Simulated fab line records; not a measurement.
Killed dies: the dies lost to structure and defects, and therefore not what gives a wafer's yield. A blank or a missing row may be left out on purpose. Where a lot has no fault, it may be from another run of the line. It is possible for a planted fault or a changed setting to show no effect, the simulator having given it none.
Code-filled problem report in 8D (eight disciplines) form	flow sfq_line	the parts of the form that need people (team, actions taken, sign-off) are left out

== 1. WHAT IS WRONG ==
Mean of spin_speed_rpm at SFQ_TRILAYER_I1_VIA_LITHO_COAT_049: 2532.8 rpm across 6 wafers in 2 lots; on wafers with no fault it is 3000.2 rpm (standard deviation 1.9). So: -99 or more standard deviations from the usual mean.
The step: resist thk 650 nm.
First seen on wafer L852.1, day 21 00:30, on litho_track-01. The record has a number at this step for 42 wafers belonging to 14 lots. The rule behind "out" and "out of limits": a value lying over 4 standard deviations away from the usual mean. Any other wafer with a number is counted as sound.

== 2. WHAT THIS IS AND IS NOT ==
question	is	is not
which readings at this step	spin_speed_rpm	-
which lots	L852, L853	L831, L832, L833, L835, L836, L840, L841, L842, L843, L844, L846, L851
which wafers of those lots	all that have a number	-
read on which tools	litho_track-01	litho_track-03, litho_track-04
when	from day 21 00:30	up to then (36 sound wafers)

== 3. WHAT RULES OUT EACH SUSPECT ==
Counting: a tool stays on the suspect list if, at a process step up to the reading, it processed all lots that are out and no sound lot following the first of them.
- pvd_sputter-03 at SFQ_TRILAYER_L0_DEP_SPUTTER_003 (material MoNx KI, target thk 40 nm, time 100 s): kept. It processed each lot that is out, first L852 at day 5 21:29, and no sound lot thereafter; up to then, the last sound lot it processed was L843 at day 4 00:29.
- rie_metal-04 at SFQ_TRILAYER_L0_ETCH_METAL_ETCH_008 (etches MoNx KI in SF6/O2, stops on SiO2, target depth 50 nm, time 25 s): kept. It processed each lot that is out, first L852 at day 7 21:11, and no sound lot thereafter; up to then, the last sound lot it processed was L851 at day 7 18:56.
- litho_track-01 at SFQ_TRILAYER_I1_VIA_LITHO_COAT_049 (resist thk 650 nm): kept. It processed each lot that is out, first L852 at day 21 00:30, and no sound lot thereafter; up to then, the last sound lot it processed was L846 at day 18 21:57. On those wafers its own readings are out: spin_speed_rpm.
pvd_sputter-03 at SFQ_TRILAYER_L0_DEP_SPUTTER_003, rie_metal-04 at SFQ_TRILAYER_L0_ETCH_METAL_ETCH_008 and litho_track-01 at SFQ_TRILAYER_I1_VIA_LITHO_COAT_049 are what is left after counting.

== 4. THE CAUSE (what the simulator had put in) ==
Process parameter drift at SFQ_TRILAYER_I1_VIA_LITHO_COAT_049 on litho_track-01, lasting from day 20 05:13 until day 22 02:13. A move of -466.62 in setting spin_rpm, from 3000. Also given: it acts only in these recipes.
Of the 3 suspects that counting leaves, this tool is one.

== 5. THE CHAIN OF EFFECTS, in route order ==
One row per reading whose mean, taken over the struck wafers that have a number, lies over 3 standard deviations from the usual. Readings are gone through only where the record gives a usual standard deviation; hours: the median, over the lots, of the time from a lot's start at the first step in this table giving one to that lot's start at this step; sigmas: the change measured in usual standard deviations.
hours	step	reading	usual	on struck wafers	change	sigmas
0	SFQ_TRILAYER_I1_VIA_LITHO_COAT_049	spin_speed_rpm	3000.2 rpm	2532.8	-467.4	-99 or more
Here are the process steps it includes:
- SFQ_TRILAYER_I1_VIA_LITHO_COAT_049: resist thk 650 nm.

== 6. WHAT WOULD HAVE CAUGHT IT SOONER ==
In this record no reading fell out of limits until day 21 00:30, 19 hours after the fault had begun at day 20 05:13.
